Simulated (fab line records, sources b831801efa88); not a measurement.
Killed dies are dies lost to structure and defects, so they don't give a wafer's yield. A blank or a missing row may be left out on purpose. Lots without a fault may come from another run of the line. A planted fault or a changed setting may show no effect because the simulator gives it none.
fab line records | flow sfq_line | part 2 of 2: steps 23 to 31 of 31
record lots=5 wafers=15 last_day=80
route steps=325 shown I3@139 M4@148 I4@163
lots that met no fault: from a run of the same line without faults
start_h: hours from the record's first day to the start of the lot's first wafer shown | wait_h: hours since the lot's step before | " the same as in the row above | L1.1+2: a row that stands for several wafers | - no value, or no start given | * or withheld: withheld | < > ~ a bound
route shown NAME@n: a module of which the file shows steps, and the number in the route of the first | usual: mean/standard deviation of fault-free wafers | same: alike in all rows | chamber/n: place in a boat | sites: the reading at each site | _std_site: their standard deviation | _edge_site: outer sites' mean less inner sites' | radius_mm: how far each site lies from the wafer's centre | mask NAME#n: copy n | behind: the tool/chamber that last shaped the wafer | hold: why the lot was held/for how many hours/how that ended | device: the transistor (n, p or np) that didn't switch | end of line: the same wafers' tests at the end of the route | a step without rows: its recipe alone | killed: dies lost to structure and defects at the first sort, not the wafer's yield | map: a wafer's dies, x killed, . not, _ none there
set.NAME: the setting as run; set.NAME@STEP: as run at that earlier step | model.NAME: the simulator's own value behind a step, which no gauge read
lots at some steps of the route; a table a step, a row a wafer
services: from which hour (start_h, from the record's first day; less than 0 if before it) a tool's chamber was out of use, for how many hours, and why
## steps
# step SFQ_TRILAYER_M4_STRIP_SOLV_CLEAN_098
# recipe chemistry=NMP temp_c=70 time_s=600
# usual temp_c=69.99/0.12
# columns lot.wafer tool chamber start_h wait_h temp_c
L075.2 wet_bench-04 7 1063.42 0.4 69.92
L075.3 " 5 " " 69.85
L075.5 " 6 " " 69.88
L082.1 wet_bench-02 0 1139.17 0.4 69.79
L082.3 " 2 " " 69.86
L082.6 " 5 " " 70.06
L090.1 wet_bench-03 5 1336.71 0.4 70.21
L090.4 " 4 " " 70.09
L090.5 " 7 " " 69.88
L091.3 wet_bench-02 2 1337.91 0.2 70.10
L091.4 " 7 " " 69.95
L091.6 " 1 " " 70.09
L093.3 wet_bench-03 6 1346.31 0.2 70.15
L093.4 " 0 " " 69.93
L093.5 " 5 " " 69.95
# step SFQ_TRILAYER_I4_DEP_PECVD_099
# recipe material=SiO2 temp_c=150 time_s=111.11 pressure_torr=2.4 rf_w=183.3 precursor=SiH4/N2O target_thk_nm=500
# usual heater_power_w=77/17 throttle_valve_pct=24.6/1.4
# columns lot.wafer tool chamber start_h wait_h heater_power_w throttle_valve_pct
L075.2 pecvd-02 0 1063.60 0.0 50 25.5
L075.3 " 1 " " 55 24.3
L075.5 " 2 " " 66 27.0
L082.1 pecvd-01 2 1139.35 0.0 83 24.4
L082.3 " 1 " " 98 23.7
L082.6 " 0 " " 85 23.3
L090.1 pecvd-03 1 1336.89 0.0 72 23.9
L090.4 " 1 " " 76 24.1
L090.5 " 1 " " 60 23.5
L091.3 pecvd-02 1 1338.09 0.0 57 24.8
L091.4 " 1 " " 61 24.9
L091.6 " 2 " " 69 27.6
L093.3 pecvd-02 0 1346.49 0.0 53 25.7
L093.4 " 0 " " 56 25.8
L093.5 " 2 " " 71 27.4
# step SFQ_TRILAYER_I4_CMP_CMP_100
# recipe material=SiO2 down_force_psi=3 platen_rpm=60 pad_velocity_m_s=0.94248
# usual motor_current_A=10.5/0.77 time_to_endpoint_s=218/8.4
# columns lot.wafer tool chamber start_h wait_h motor_current_A time_to_endpoint_s
L075.3 cmp-02 0 1064.68 1.0 11.0 203
L075.2 " 1 " " 9.5 216
L075.5 " 2 " " 10.9 209
L082.3 cmp-02 3 1141.34 1.9 10.7 207
L082.1 " 0 " " 11.1 228
L082.6 " 0 1143.84 4.4 11.2 228
L090.1 cmp-02 3 1342.68 5.8 10.9 208
L090.4 " 0 " " 11.3 222
L090.5 " 3 1344.68 7.7 10.9 214
L091.3 cmp-01 3 1344.30 6.2 9.5 214
L091.4 " 0 " " 10.0 205
L091.6 " 2 1345.80 7.6 11.3 223
L093.4 cmp-02 1 1351.68 5.1 10.0 217
L093.3 " 2 " " 10.8 209
L093.5 " 1 1353.68 7.1 10.4 221
# step SFQ_I4_BOW_MEAS_927
# recipe mode=bow
# usual I4_BOW=7/9.7
# columns lot.wafer tool chamber start_h wait_h I4_BOW[um]
L075.2 film_metro-03 - 1066.70 1.0 13
L075.3 " - " " 7
L075.5 " - " " -8
L082.1 film_metro-03 - 1144.34 2.0 14
L082.3 " - " " 0
L082.6 " - " " 13
L090.1 film_metro-04 - 1345.18 2.0 -1
L090.4 " - " " 16
L090.5 " - " " 6
L091.3 film_metro-03 - 1346.34 1.5 11
L091.4 " - " " 16
L091.6 " - " " 2
L093.3 film_metro-04 - 1354.22 1.5 13
L093.4 " - " " -3
L093.5 " - " " 1
# step SFQ_TRILAYER_I4_METRO_MEASURE_101
# usual thk_nm=200.5/1.3
# columns lot.wafer tool chamber start_h wait_h thk_nm
L075.2 film_metro-03 - 1067.00 0.3 202.3
L075.3 " - " " 202.7
L075.5 " - " " 201.2
L082.1 film_metro-03 - 1144.46 0.1 200.2
L082.3 " - " " 198.5
L082.6 " - " " 198.6
L090.1 film_metro-04 - 1345.30 0.1 198.3
L090.4 " - " " 200.5
L090.5 " - " " 198.4
L091.3 film_metro-03 - 1346.82 0.5 202.7
L091.4 " - " " 201.4
L091.6 " - " " 202.2
L093.3 film_metro-04 - 1354.70 0.5 199.8
L093.4 " - " " 200.4
L093.5 " - " " 200.5
# step SFQ_TRILAYER_I4_VIA_LITHO_COAT_108
# recipe resist=BARC spin_rpm=3000 resist_thk_nm=62
# usual chill_plate_temp_C=23.00/0.11 spin_speed_rpm=3000.3/2.2
# columns lot.wafer tool chamber start_h wait_h chill_plate_temp_C spin_speed_rpm
L075.2 litho_track-04 0 1068.05 0.8 23.08 2998.1
L075.3 " 0 " " 22.98 3001.1
L075.5 " 0 " " 23.07 2997.3
L082.1 litho_track-01 0 1145.66 1.0 23.00 3000.2
L082.3 " 0 " " 22.87 2999.9
L082.6 " 0 " " 22.77 2999.9
L090.1 litho_track-03 0 1346.50 1.0 23.04 3002.7
L090.4 " 0 " " 23.03 3000.3
L090.5 " 0 " " 22.93 2998.1
L091.3 litho_track-01 0 1347.72 0.7 23.12 3002.1
L091.4 " 0 " " 22.94 3002.9
L091.6 " 0 " " 23.04 3003.1
L093.3 litho_track-03 0 1355.60 0.7 23.01 3002.1
L093.4 " 0 " " 23.10 3002.7
L093.5 " 0 " " 23.02 2999.2
# step SFQ_TRILAYER_I4_VIA_LITHO_COAT_103
# recipe resist=KrF spin_rpm=3000 resist_thk_nm=650
# usual chill_plate_temp_C=23.00/0.12 spin_speed_rpm=3000.1/2.1
# columns lot.wafer tool chamber start_h wait_h chill_plate_temp_C spin_speed_rpm
L075.2 litho_track-04 0 1068.35 0.2 23.19 3002.4
L075.3 " 0 " " 22.95 3001.0
L075.5 " 0 " " 23.01 2997.4
L082.1 litho_track-01 0 1145.96 0.2 22.76 3003.2
L082.3 " 0 " " 22.58 3001.5
L082.6 " 0 " " 22.82 2999.9
L090.1 litho_track-03 0 1346.80 0.2 22.88 2998.7
L090.4 " 0 " " 22.85 3002.1
L090.5 " 0 " " 22.85 3002.4
L091.3 litho_track-01 0 1348.02 0.2 23.01 3001.1
L091.4 " 0 " " 23.09 2998.6
L091.6 " 0 " " 23.13 3000.7
L093.3 litho_track-03 0 1355.90 0.2 22.95 2999.1
L093.4 " 0 " " 23.11 3001.1
L093.5 " 0 " " 22.94 2996.2
# step SFQ_TRILAYER_I4_VIA_LITHO_SOFTBAKE_107
# recipe temp_c=withheld time_s=withheld resist=KrF
# usual chill_plate_temp_C=*
# columns lot.wafer tool chamber start_h wait_h chill_plate_temp_C
L075.2 litho_track-04 0 1068.62 0.2 *
L075.3 " 0 " " *
L075.5 " 0 " " *
L082.1 litho_track-01 0 1146.26 0.2 *
L082.3 " 0 " " *
L082.6 " 0 " " *
L090.1 litho_track-03 0 1347.10 0.2 *
L090.4 " 0 " " *
L090.5 " 0 " " *
L091.3 litho_track-01 0 1348.27 0.2 *
L091.4 " 0 " " *
L091.6 " 0 " " *
L093.3 litho_track-03 0 1356.15 0.2 *
L093.4 " 0 " " *
L093.5 " 0 " " *
# step SFQ_TRILAYER_I4_VIA_LITHO_EXPOSE_104
# recipe mask_id=I4 na=0.6 source_shape=conventional sigma_outer=0.65 target_cd_nm=700 dose_mj=21.3
# usual exposure_dose_mJ_cm2=21.303/0.024
# columns lot.wafer tool chamber start_h wait_h mask exposure_dose_mJ_cm2
L075.2 krf_scanner-02 0 1100.58 - I4#0 21.281
L075.3 " 0 " " I4#0 21.314
L075.5 " 0 " " I4#0 21.294
L082.1 krf_scanner-01 0 - - I4#0 21.307
L082.3 " 0 " " I4#0 21.314
L082.6 " 0 " " I4#0 21.359
L090.1 krf_scanner-02 0 1439.61 - I4#0 21.295
L090.4 " 0 " " I4#0 21.276
L090.5 " 0 " " I4#0 21.298
L091.3 krf_scanner-02 0 1442.41 - I4#0 21.329
L091.4 " 0 " " I4#0 21.320
L091.6 " 0 " " I4#0 21.302
L093.3 krf_scanner-01 0 1460.24 - I4#0 21.293
L093.4 " 0 " " I4#0 21.300
L093.5 " 0 " " I4#0 21.296
## services
# columns tool chamber start_h hours kind
krf_scanner-01 - 776.75 1.3 pm
krf_scanner-01 - 815.22 1.0 pm
krf_scanner-01 - 824.74 0.8 pm
krf_scanner-01 - 878.36 2.4 repair
pvd_sputter-03 - 887.70 0.9 repair
rie_metal-03 0 930.73 23.5 repair
krf_scanner-01 - 953.24 1.3 pm
krf_scanner-01 - 969.93 0.9 repair
rie_metal-03 - 974.51 4.3 pm
krf_scanner-01 - 984.50 1.0 pm
krf_scanner-01 - 986.22 1.1 repair
krf_scanner-01 - 994.48 0.8 pm
rie_metal-03 - 1049.73 14.6 pm
rie_metal-03 - 1070.94 0.4 repair
krf_scanner-01 - 1128.30 1.3 pm
krf_scanner-01 - 1153.61 1.0 pm
krf_scanner-01 - 1158.21 4.0 pm
krf_scanner-01 - 1162.23 0.8 pm
rie_metal-03 1 1194.05 3.8 repair
krf_scanner-01 - 1304.71 1.3 pm
krf_scanner-01 - 1323.04 1.0 pm
krf_scanner-01 - 1364.08 0.7 repair
krf_scanner-01 - 1393.66 3.0 pm
krf_scanner-01 - 1450.66 4.4 pm
